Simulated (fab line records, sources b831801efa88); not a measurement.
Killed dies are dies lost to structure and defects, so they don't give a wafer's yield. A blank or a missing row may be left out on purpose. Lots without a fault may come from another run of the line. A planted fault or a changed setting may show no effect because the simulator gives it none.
One fault seen from 2 desks | flow sfq_line | each desk has only its own numbers; what lay behind them comes last

THE METROLOGY DESK
What the gauges read, lot by lot, whatever tool the lot ran on: means of the sampled wafers that have a number. A lot is out of limits, marked OUT, if its mean lies more than 4 standard deviations from the usual mean; the brackets give that distance.
Columns: A = I1_BOW at SFQ_I1_BOW_MEAS_912, usual 2 um; B = M6_OVL at SFQ_M6_OVL_MEAS_940, usual 0 nm
lot  | first seen here | A   | B
L792 | day 15 07:29    | 8   | 1
L793 | day 15 22:28    | 4   | 4
L794 | day 16 16:10    | 8   | 1
L797 | day 17 15:10    | -5  | 5
L799 | day 18 00:09    | -4  | -2
L800 | day 18 09:09    | 13  | 0
L802 | day 19 03:10    | 5   | 3
L803 | day 19 09:09    | -11 | 5
L804 | day 19 16:04    | -2  | 6
L805 | day 19 21:08    | 0   | 2
L810 | day 21 16:29    | -7  | 3
L812 | day 22 03:08    | 9   | -1
L814 | day 22 21:11    | 2   | -6
L815 | day 23 00:08    | 5   | -8
This desk's finding: nothing out of limits on any of the 14 lots.

THE TOOL OWNER'S DESK: rie_metal-04
The tool's own readings at SFQ_TRILAYER_M2_BARC_OPEN_METAL_ETCH_077 (etches BARC in O2, target depth 125 nm, time 41.7 s): means of the sampled wafers that have a number, for each lot that ran on this tool. A lot is out of limits, marked OUT, if its mean lies more than 4 standard deviations from the usual mean; the brackets give that distance.
Columns: A = drypump_motor_current_A at SFQ_TRILAYER_M2_BARC_OPEN_METAL_ETCH_077, usual 5.4 A; B = oes_product_au at SFQ_TRILAYER_M2_BARC_OPEN_METAL_ETCH_077, usual 0.685 a.u.; C = run_length_s at SFQ_TRILAYER_M2_BARC_OPEN_METAL_ETCH_077, usual 70.2 s
lot  | first seen here | A   | B     | C
L792 | day 22 06:43    | 5.1 | 0.681 | 70.4
L794 | day 23 11:19    | 5.2 | 0.685 | 70.5
L800 | day 24 23:19    | 5.3 | 0.682 | 70.4
L802 | day 25 01:44    | 5.1 | 0.674 | 72.8 (+7.1) OUT
L804 | day 25 04:07    | 5.1 | 0.676 | 72.2 (+5.6) OUT
This desk's finding: out of limits on L802, L804; first on L802, day 25 01:44 (run_length_s at SFQ_TRILAYER_M2_BARC_OPEN_METAL_ETCH_077). In limits: L792, L794, L800.

PUT TOGETHER
The tool owner's desk could have raised an alarm at day 25 01:44, on L802, L804.
The metrology desk saw nothing out of limits.
The metrology desk has L802, L804 on record, within its limits.
Of the lots named, all ran SFQ_TRILAYER_M2_BARC_OPEN_METAL_ETCH_077 on rie_metal-04.

WHAT THE SIMULATOR HAD PUT IN
Process parameter drift: rie_metal-04, from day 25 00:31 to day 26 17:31, at SFQ_TRILAYER_M2_BARC_OPEN_METAL_ETCH_077. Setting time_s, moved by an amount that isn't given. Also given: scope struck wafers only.
Lots struck among those shown: L802, L804.
Hours from the fault's start to each desk's first reading out of limits: the tool owner's desk, 1.
